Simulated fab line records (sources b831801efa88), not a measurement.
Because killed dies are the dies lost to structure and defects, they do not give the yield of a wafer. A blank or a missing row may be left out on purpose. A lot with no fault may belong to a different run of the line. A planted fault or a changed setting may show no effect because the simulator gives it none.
Problem report in the 8D (eight disciplines) form, filled by code    flow gf180mcu    the parts of the form that need people (team, actions taken, sign-off) are left out

1. THE ISSUE
A mean of 6773.5 W is read at GF_TOP_METAL_SPUTTER_04 for cathode dc power W, taken on 1 wafer of 1 lot, against 6500.0 W (standard deviation 1.2) on wafers free of any fault. That is +99 or more standard deviations from the usual mean.
The step: material TiN, target thk 25 nm, time 20.8 s.
First observed at day 33 11:14: wafer L402.4, on pvd sputter-03. Wafers with a number at this step in the record: 15, from 5 lots. Rule for "out", or "out of limits": more than 4 standard deviations from the usual mean. Any other wafer with a number is counted as sound.

2. WHAT IT IS AND WHAT IT IS NOT
question                     is                  is not
which readings at this step  cathode dc power W  throttle valve pct
which lots                   L402                L382, L383, L386, L400
which wafers of those lots   L402.4              L402.2, L402.3
read on which tools          pvd sputter-03      pvd sputter-02, pvd sputter-04
when                         from day 33 11:14   up to then (14 sound wafers)

3. SUSPECTS, AND WHAT RULES EACH OUT
Counting: a tool at a process step up to the reading stays a suspect if it ran every lot that is out. Sound lots after the first of them don't rule it out here, since some wafers of a struck lot are sound.
- pvd sputter-02 at GF_V5_SPUTTER_21 (material Ti, target thk 15 nm, time 80.02 s): kept. It ran the lot that is out, L402 (day 33 10:22); its last sound lot up to then is L383 (day 28 05:57).
- cvd w-01 at GF_V5_CVD_23 (deposits W, target thk 350 nm, time 104.9 s): kept. It ran the lot that is out, L402 (day 33 10:28); its last sound lot up to then is L386 (day 29 05:47).
- pvd sputter-03 at GF_TOP_METAL_SPUTTER_01 (material TiN, target thk 30 nm, time 25 s): kept. It ran the lot that is out, L402 (day 33 11:09); its last sound lot up to then is L383 (day 28 06:49).
- pvd sputter-03 at GF_TOP_METAL_SPUTTER_03 (material Ti, target thk 5 nm, time 3.3 s): kept. It ran the lot that is out, L402 (day 33 11:13); its last sound lot up to then is L383 (day 28 06:53).
- pvd sputter-03 at GF_TOP_METAL_SPUTTER_04 (material TiN, target thk 25 nm, time 20.8 s): kept. It ran the lot that is out, L402 (day 33 11:14); its last sound lot up to then is L383 (day 28 06:55). Its own readings are out on those wafers: cathode dc power W.
- At GF_V5_CVD_23 on cvd w-01, chamber 1 took the sound wafers of the same lots and chamber 0 took the wafers that are out.
Left after counting: pvd sputter-02 at GF_V5_SPUTTER_21, cvd w-01 at GF_V5_CVD_23, pvd sputter-03 at GF_TOP_METAL_SPUTTER_01, pvd sputter-03 at GF_TOP_METAL_SPUTTER_03, pvd sputter-03 at GF_TOP_METAL_SPUTTER_04.

4. THE CAUSE (what the simulator had put in)
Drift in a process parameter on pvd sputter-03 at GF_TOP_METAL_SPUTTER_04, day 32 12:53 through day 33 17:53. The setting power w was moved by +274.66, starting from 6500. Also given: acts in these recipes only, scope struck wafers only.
After counting, 5 suspects remain, this tool included.

5. THE EFFECT CHAIN, in route order
Rows list readings where the struck wafers' mean (over those with a number) sits beyond 3 standard deviations from the usual. Only readings for which the record gives a usual standard deviation are gone through. hours: the time from each lot's start at the first step in this table that gives one to its start at this step, as a median over the lots. sigmas: the change in usual standard deviations.
hours  step                     reading             usual     on struck wafers  change  sigmas
0      GF_TOP_METAL_SPUTTER_04  cathode dc power W  6500.0 W  6773.5            +273.5  +99 or more
It contains these process steps:
- GF_TOP_METAL_SPUTTER_04: material TiN, target thk 25 nm, time 20.8 s.
Later steps that measure or inspect, where all struck wafers having a row at the step show a number for every such reading and not one has moved that far: GF_TOP_METAL_RS_MEAS_05, GF_TOP_METAL_THK_MEAS_06, GF_TOP_METAL_CD_MEAS_14, GF_TOP_METAL_OVL_MEAS_15.

6. HOW IT WOULD HAVE BEEN CAUGHT EARLIER
In this record the first reading out of limits was taken at day 33 11:14, 22 hours after the fault began at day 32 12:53.
